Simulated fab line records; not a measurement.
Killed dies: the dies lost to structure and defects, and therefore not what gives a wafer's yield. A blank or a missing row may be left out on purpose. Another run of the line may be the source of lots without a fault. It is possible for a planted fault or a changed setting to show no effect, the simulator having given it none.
One fault through the eyes of 2 desks :: flow sky130 :: numbers are kept per desk, each desk with only its own; the story behind them comes last

== AT THE METROLOGY DESK ==
What the gauges read for every lot (on any tool): the sampled wafers with a number, averaged. If a lot's mean is further than 4 standard deviations from the usual mean, the lot is out of limits and carries the mark OUT (the distance appears in the brackets).
Columns: A = INCOMING_BOW at SKY_FIELD_ISO_BOW_MEAS_00, usual 0 um; B = PWDE_TW at SKY_PWDE_TW_MEAS_10, usual 373.2; C = NWELL_00_OVL at SKY_NWELL_OVL_MEAS_10, usual 0.8 nm; D = PWDE_RS at SKY_NWELL_RS_MEAS_31, usual 5274 ohm/sq
lot: L407
first seen here: day 1 15:00
A: 4
B: 371.9
C: 0.7
D: 5256

lot: L410
first seen here: day 2 06:02
A: -2
B: 425.6 (+28) OUT
C: 2.1
D: 3742 (-96) OUT

lot: L411
first seen here: day 2 11:01
A: -2
B: 375.1
C: 2.6
D: 5289

lot: L413
first seen here: day 2 21:01
A: 1
B: 429.9 (+30) OUT
C: 0.8
D: 3741 (-96) OUT

lot: L421
first seen here: day 4 13:00
A: -10
B: 374.3
C: 1.9
D: 5270

lot: L422
first seen here: day 4 18:00
A: 5
B: 370.4
C: 0.1
D: 5273

lot: L423
first seen here: day 4 23:00
A: -3
B: 374.6
C: -1.0
D: 5291

lot: L424
first seen here: day 5 04:01
A: 2
B: 374.0
C: -0.1
D: 5261

lot: L425
first seen here: day 5 09:01
A: -1
B: 375.7
C: 0.9
D: 5252

lot: L426
first seen here: day 5 14:04
A: -2
B: 372.5
C: 1.4
D: 5295

lot: L427
first seen here: day 5 19:00
A: 3
B: 375.2
C: -1.9
D: 5262

lot: L429
first seen here: day 6 05:00
A: 5
B: 372.3
C: 0.8
D: 5270
This desk finds L410, L413 out of limits, with the earliest case on L410 at day 4 23:37 (PWDE_TW at SKY_PWDE_TW_MEAS_10). L407, L411, L421, L422, L423, L424, L425, L426, L427, L429 stayed within limits.

== FOR THE TOOL OWNER'S DESK: implanter-03 ==
The tool's own readings at SKY_PWDE_IMPLANT_08: means of the sampled wafers that have a number, for each lot that ran on this tool. If a lot's mean is further than 4 standard deviations from the usual mean, the lot is out of limits and carries the mark OUT (the distance appears in the brackets).
Columns: A = dose ions cm2 at SKY_PWDE_IMPLANT_08, usual 3.6e+12; B = faraday current uA at SKY_PWDE_IMPLANT_08, usual 20.3
lot: L407
first seen here: day 4 02:03
A: 3.6e+12
B: 20.2

lot: L410
first seen here: day 4 23:24
A: 5.6e+12 (+99 or more) OUT
B: 31.7 (+28) OUT

lot: L413
first seen here: day 5 14:50
A: 5.6e+12 (+99 or more) OUT
B: 31.7 (+28) OUT

lot: L424
first seen here: day 8 04:29
A: 3.6e+12
B: 19.6

lot: L426
first seen here: day 8 13:31
A: 3.6e+12
B: 20.3

lot: L429
first seen here: day 9 05:02
A: 3.6e+12
B: 20.3
Finding of this desk: L410, L413 out of limits; the first was L410 at day 4 23:24, on dose ions cm2 at SKY_PWDE_IMPLANT_08. L407, L424, L426, L429 stayed within limits.

== ALL TOGETHER ==
An alarm could have come from the tool owner's desk at day 4 23:24, on L410, L413.
L410, L413 would have let the metrology desk raise an alarm at day 4 23:37.
SKY_PWDE_IMPLANT_08 was run on implanter-03 by each of the lots named.

== WHAT HAD BEEN PUT IN BY THE SIMULATOR ==
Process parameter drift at SKY_PWDE_IMPLANT_08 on implanter-03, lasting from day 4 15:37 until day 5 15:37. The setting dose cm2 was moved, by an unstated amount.
Lots struck among those shown: L410, L413.
Hours from the fault's start to each desk's first reading out of limits: the tool owner's desk, 8; the metrology desk, 8.
